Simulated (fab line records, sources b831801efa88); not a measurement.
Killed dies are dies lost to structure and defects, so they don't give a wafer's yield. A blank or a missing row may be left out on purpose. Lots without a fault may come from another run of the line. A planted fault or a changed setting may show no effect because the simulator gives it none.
fab line records | flow sky130 | part 2 of 2: steps 43 to 43 of 43
record lots=7 wafers=21 last_day=50
route steps=708 shown FIELD_ISO@10 NWELL@32 DNWELL@35 PWDE@45 PAD_OPEN@708
lots that met no fault: from a run of the same line without faults
start_h: hours from the record's first day to the start of the lot's first wafer shown | wait_h: hours since the lot's step before | " the same as in the row above | L1.1+2: a row that stands for several wafers | - no value, or no start given | * or withheld: withheld | < > ~ a bound
route shown NAME@n: a module of which the file shows steps, and the number in the route of the first | usual: mean/standard deviation of fault-free wafers | same: alike in all rows | chamber/n: place in a boat | sites: the reading at each site | _std_site: their standard deviation | _edge_site: outer sites' mean less inner sites' | radius_mm: how far each site lies from the wafer's centre | mask NAME#n: copy n | behind: the tool/chamber that last shaped the wafer | hold: why the lot was held/for how many hours/how that ended | device: the transistor (n, p or np) that didn't switch | end of line: the same wafers' tests at the end of the route | a step without rows: its recipe alone | killed: dies lost to structure and defects at the first sort, not the wafer's yield | map: a wafer's dies, x killed, . not, _ none there
set.NAME: the setting as run; set.NAME@STEP: as run at that earlier step | model.NAME: the simulator's own value behind a step, which no gauge read
lots at some steps of the route; a table a step, a row a wafer
services: from which hour (start_h, from the record's first day; less than 0 if before it) a tool's chamber was out of use, for how many hours, and why
## steps
# step SKY_PAD_OPEN_PROBE_99
# usual killed_at_M0_to_M3=44/7.3 killed_at_M4_up=3.5/1.8 killed_at_contacts=24/5.8 killed_at_front_end=16/4.3 killed_at_other=0.5/0.68 killed_dies=88/9.4 killed_open=48/6.8 killed_short=40/6.1
# same gross_dies=492 killed_at_back_side=0
# columns lot.wafer tool chamber start_h wait_h killed_at_M0_to_M3 killed_at_M4_up killed_at_contacts killed_at_front_end killed_at_other killed_dies killed_open killed_short
L583.1 prober-02 - 1071.62 0.1 48 5 28 12 0 93 41 52
L583.4 prober-02 - 1071.77 0.2 40 2 24 22 0 88 48 40
L583.6 prober-02 - 1071.87 0.2 51 5 28 18 1 103 54 49
L592.1 prober-01 - 1133.87 0.1 53 0 28 14 1 96 53 42
L592.3 prober-01 - 1133.97 0.2 47 3 30 17 0 97 59 38
L592.5 prober-01 - 1134.07 0.2 68 3 16 19 0 106 58 46
L596.3 prober-02 - 1153.84 0.2 41 3 30 26 0 100 61 39
L596.4 prober-02 - 1153.89 0.2 42 2 26 24 0 94 46 48
L596.6 prober-02 - 1153.99 0.2 43 3 25 20 1 92 50 41
L597.2 prober-02 - 1162.49 0.1 42 5 22 13 0 82 41 39
L597.3 prober-02 - 1162.54 0.2 33 2 21 21 0 77 49 28
L597.5 prober-02 - 1162.64 0.2 43 6 19 17 1 86 38 48
L600.3 prober-02 - 1181.33 0.2 46 3 29 61 0 139 55 35
L600.4 prober-02 - 1181.38 0.2 44 2 17 58 1 122 37 35
L600.5 prober-02 - 1181.43 0.2 22 2 14 75 1 114 26 25
L603.2 prober-01 - 1195.33 0.1 38 5 22 64 0 129 38 46
L603.4 prober-01 - 1195.43 0.2 39 7 24 67 0 137 46 37
L603.6 prober-01 - 1195.53 0.2 34 4 28 62 0 128 48 29
L605.1 prober-02 - 1198.05 0.1 38 2 23 65 1 129 39 37
L605.3 prober-02 - 1198.15 0.2 27 3 22 64 2 118 40 23
L605.4 prober-02 - 1198.20 0.2 40 3 18 61 0 122 41 32
# killed by level:class
L583.1 CONTACT:geometric_particle:short=11 METAL2:geometric_particle:short=11 VIA1:geometric_particle:open=10 VIA3:geometric_particle:open=7 LI_CONTACT:geometric_particle:open=6 POLY_GATE:geometric_particle:short=5 CONTACT:geometric_particle:open=5 VIA2:geometric_particle:open=5
L583.4 CONTACT:geometric_particle:open=11 METAL2:geometric_particle:short=7 POLY_GATE:geometric_particle:open=6 LI_CONTACT:geometric_particle:open=6 VIA2:geometric_particle:short=6 VIA1:geometric_particle:open=5 VIA2:geometric_particle:open=5 VIA3:geometric_particle:open=5
L583.6 VIA1:geometric_particle:open=13 CONTACT:geometric_particle:open=11 LI_CONTACT:geometric_particle:open=8 FIELD_ISO:geometric_particle:short=7 VIA3:geometric_particle:open=7 METAL2:geometric_particle:short=6 METAL3:geometric_particle:short=6 VIA2:geometric_particle:open=5
L592.1 VIA3:geometric_particle:open=14 CONTACT:geometric_particle:open=11 VIA1:geometric_particle:open=8 METAL2:geometric_particle:short=8 LI_CONTACT:geometric_particle:open=7 CONTACT:geometric_particle:short=6 VIA1:geometric_particle:short=5 VIA2:geometric_particle:short=5
L592.3 VIA1:geometric_particle:open=13 VIA3:geometric_particle:open=12 LI_CONTACT:geometric_particle:open=11 VIA2:geometric_particle:open=9 FIELD_ISO:geometric_particle:short=8 CONTACT:geometric_particle:open=8 LI_CONTACT:geometric_particle:short=4 CONTACT:geometric_particle:short=4
L592.5 VIA3:geometric_particle:open=14 VIA1:geometric_particle:open=13 VIA2:geometric_particle:open=12 FIELD_ISO:geometric_particle:short=6 FIELD_ISO:geometric_particle:open=6 VIA1:geometric_particle:short=6 VIA3:geometric_particle:short=6 LI_CONTACT:geometric_particle:open=5
L596.3 CONTACT:geometric_particle:open=12 LI_CONTACT:geometric_particle:open=11 VIA1:geometric_particle:open=8 METAL1:geometric_particle:short=7 POLY_GATE:geometric_particle:short=7 FIELD_ISO:geometric_particle:open=6 METAL2:geometric_particle:short=6 VIA2:geometric_particle:open=6
L596.4 CONTACT:geometric_particle:open=8 VIA1:geometric_particle:open=8 METAL2:geometric_particle:short=8 POLY_GATE:geometric_particle:open=7 LI_CONTACT:geometric_particle:open=7 LOCAL_INTERCONNECT:geometric_particle:short=6 FIELD_ISO:geometric_particle:short=5 POLY_GATE:geometric_particle:short=5
L596.6 METAL1:geometric_particle:short=8 LI_CONTACT:geometric_particle:open=8 VIA1:geometric_particle:open=8 CONTACT:geometric_particle:open=6 VIA2:geometric_particle:open=6 FIELD_ISO:geometric_particle:open=5 CONTACT:geometric_particle:short=5 VIA3:geometric_particle:open=5
L597.2 VIA3:geometric_particle:open=11 VIA1:geometric_particle:open=10 METAL2:geometric_particle:short=9 POLY_GATE:geometric_particle:short=7 LI_CONTACT:geometric_particle:open=5 CONTACT:geometric_particle:open=5 LOCAL_INTERCONNECT:geometric_particle:short=4 CONTACT:geometric_particle:short=4
L597.3 VIA1:geometric_particle:open=10 LI_CONTACT:geometric_particle:open=9 POLY_GATE:geometric_particle:open=8 FIELD_ISO:geometric_particle:short=7 VIA3:geometric_particle:open=7 CONTACT:geometric_particle:open=5 CONTACT:geometric_particle:short=4 METAL1:geometric_particle:short=4
L597.5 VIA1:geometric_particle:open=9 VIA3:geometric_particle:open=7 LOCAL_INTERCONNECT:geometric_particle:short=7 FIELD_ISO:geometric_particle:short=6 METAL2:geometric_particle:short=6 CONTACT:geometric_particle:open=5 METAL1:geometric_particle:short=5 VIA2:geometric_particle:open=5
L600.3 FIELD_ISO:unspecified=48 VIA1:geometric_particle:open=18 CONTACT:geometric_particle:open=9 LI_CONTACT:geometric_particle:open=7 VIA3:geometric_particle:open=6 CONTACT:geometric_particle:short=6 VIA2:geometric_particle:open=6 METAL2:geometric_particle:short=5
L600.4 FIELD_ISO:unspecified=48 VIA1:geometric_particle:open=9 METAL1:geometric_particle:short=7 CONTACT:geometric_particle:open=6 VIA2:geometric_particle:open=6 LI_CONTACT:geometric_particle:open=5 VIA1:geometric_particle:short=4 METAL2:geometric_particle:short=4
L600.5 FIELD_ISO:unspecified=59 VIA1:geometric_particle:open=5 VIA1:geometric_particle:short=5 POLY_GATE:geometric_particle:short=4 LI_CONTACT:geometric_particle:open=4 LOCAL_INTERCONNECT:geometric_particle:short=4 POLY_GATE:geometric_particle:open=3 CONTACT:geometric_particle:open=3
L603.2 FIELD_ISO:unspecified=45 POLY_GATE:geometric_particle:short=7 CONTACT:geometric_particle:open=7 VIA1:geometric_particle:open=7 VIA2:geometric_particle:open=7 METAL1:geometric_particle:short=6 METAL2:geometric_particle:short=6 FIELD_ISO:geometric_particle:short=5
L603.4 FIELD_ISO:unspecified=54 CONTACT:geometric_particle:open=12 VIA1:geometric_particle:open=10 VIA3:geometric_particle:open=7 METAL2:geometric_particle:short=6 METAL4:geometric_particle:short=6 LI_CONTACT:geometric_particle:open=5 POLY_GATE:geometric_particle:open=4
L603.6 FIELD_ISO:unspecified=51 CONTACT:geometric_particle:open=12 VIA1:geometric_particle:open=7 LI_CONTACT:geometric_particle:open=6 VIA2:geometric_particle:open=5 LOCAL_INTERCONNECT:geometric_particle:short=4 FIELD_ISO:geometric_particle:open=3 VIA1:geometric_particle:short=3
L605.1 FIELD_ISO:unspecified=53 LOCAL_INTERCONNECT:geometric_particle:short=6 VIA2:geometric_particle:open=6 VIA1:geometric_particle:open=6 VIA2:geometric_particle:short=6 VIA3:geometric_particle:open=6 CONTACT:geometric_particle:open=5 METAL2:geometric_particle:short=5
L605.3 FIELD_ISO:unspecified=53 CONTACT:geometric_particle:open=13 LI_CONTACT:geometric_particle:open=5 METAL1:geometric_particle:short=4 VIA1:geometric_particle:open=4 VIA2:geometric_particle:open=4 VIA3:geometric_particle:open=4 POLY_GATE:geometric_particle:open=3
L605.4 FIELD_ISO:unspecified=49 LI_CONTACT:geometric_particle:open=7 VIA2:geometric_particle:open=7 METAL2:geometric_particle:short=7 CONTACT:geometric_particle:open=5 POLY_GATE:geometric_particle:open=4 METAL1:geometric_particle:short=4 VIA1:geometric_particle:open=4
# map L600.3 (x killed, . not)
__________xx....xx.._________
________.........x..x._______
______........x.x.....x._____
_____....................____
____.................x....___
___...........x.x.......xxx__
__...x........x.....x..xx..._
_...........x........xx...xx.
_...xx.............x...xxx...
_..xx...............xxx.x....
_....x...............xxxxx.x.
_...........x......xxxxxxxx.x
_....x............xxxxxxxxxx.
_...x..xx.xxxx.x..xxxxxxxxxx.
_.....x....xx......xxxxxxxx.x
__.xx..x..x..x......xxxxxxxx_
___.x..x.......xx......xx.x__
____..x.xxx..x.x......x...___
_____.xx..x..x.......x...____
______x......x......xx.._____
________x...x.x......._______
__________.xx.xxx..._________
# map L603.4 (x killed, . not)
__________....x....._________
________x......x......_______
______x.x......x.x...x.._____
_____x................x..____
____....x........x........___
___........x......xx......x__
__.x...x.x....x......x...xx._
_.x..x.................x.....
_x.........x............x....
_xx.x......x..x.x.x....xx....
_..x..xx.......xxx..xxxxxx...
_...x..........x...xxxxxxxxx.
_....x...........xx.xxxxxxxx.
_.........x.....x.xxxxxxxxx.x
_.x........xx..xxxxxxxxxxxxx.
__..x......x......x..xxxxx.._
___..x....x........xxx.xxxx__
____....x....x.x.....x..x.___
_____x....x...xx..xx.....____
______x.x..x...........x_____
________.....x....x.x._______
__________....x..x.._________
## services
# columns tool chamber start_h hours kind
rie_diel-04 3 9.08 2.4 repair
rie_diel-04 - 21.66 1.2 repair
rie_si-02 2 30.88 10.5 repair
cmp-02 - 39.35 0.5 repair
plasma_asher-01 - 49.01 55.0 repair
plasma_asher-04 - 62.31 2.8 pm
cmp-01 - 64.00 4.0 pm
rie_si-01 - 67.05 28.1 pm
rie_si-02 2 68.31 2.3 repair
rie_si-02 1 71.71 1.6 repair
cmp-02 - 89.59 1.0 repair
rie_si-02 2 89.94 4.6 repair
wet_bench-04 - 91.04 4.4 pm
rie_diel-03 3 100.24 3.9 repair
plasma_asher-02 - 108.75 9.0 pm
cmp-01 - 111.33 1.2 repair
rie_diel-01 3 118.86 7.7 repair
cmp-01 - 125.06 10.7 pm
cmp-02 - 135.81 9.9 pm
plasma_asher-02 - 136.46 2.8 pm
cmp-01 - 145.70 5.7 pm
rie_diel-01 3 158.60 6.1 repair
plasma_asher-03 - 159.93 0.4 repair
cmp-01 - 178.51 0.5 repair
## key
first_sign step=SKY_PAD_OPEN_PROBE_99 reading=killed_at_front_end direction=up sigmas=11 usual=16 struck=64
effect step=SKY_PAD_OPEN_PROBE_99 reading=killed_dies direction=up sigmas=4.1 usual=88 struck=126
met_at SKY_FIELD_ISO_WET_ETCH_21
struck_wafers L600.3,L600.4,L600.5,L603.2,L603.4,L603.6,L605.1,L605.3,L605.4
tester_left_out L600,L603,L605
also_fits time
fault kind=chamber_particle_source tool=wet_bench-04 chamber=3 onset_h=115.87 steps=SKY_FIELD_ISO_WET_ETCH_21 rate_per_visit_cm2=0.91228 end_h=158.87
# tester_left_out: of these lots the tester's yield and bins aren't shown, on N5 and GAA mostly nor the transistor test; their killed dies are dies lost to structure and defects alone, not to doping, threshold or leakage, so they don't give the yield
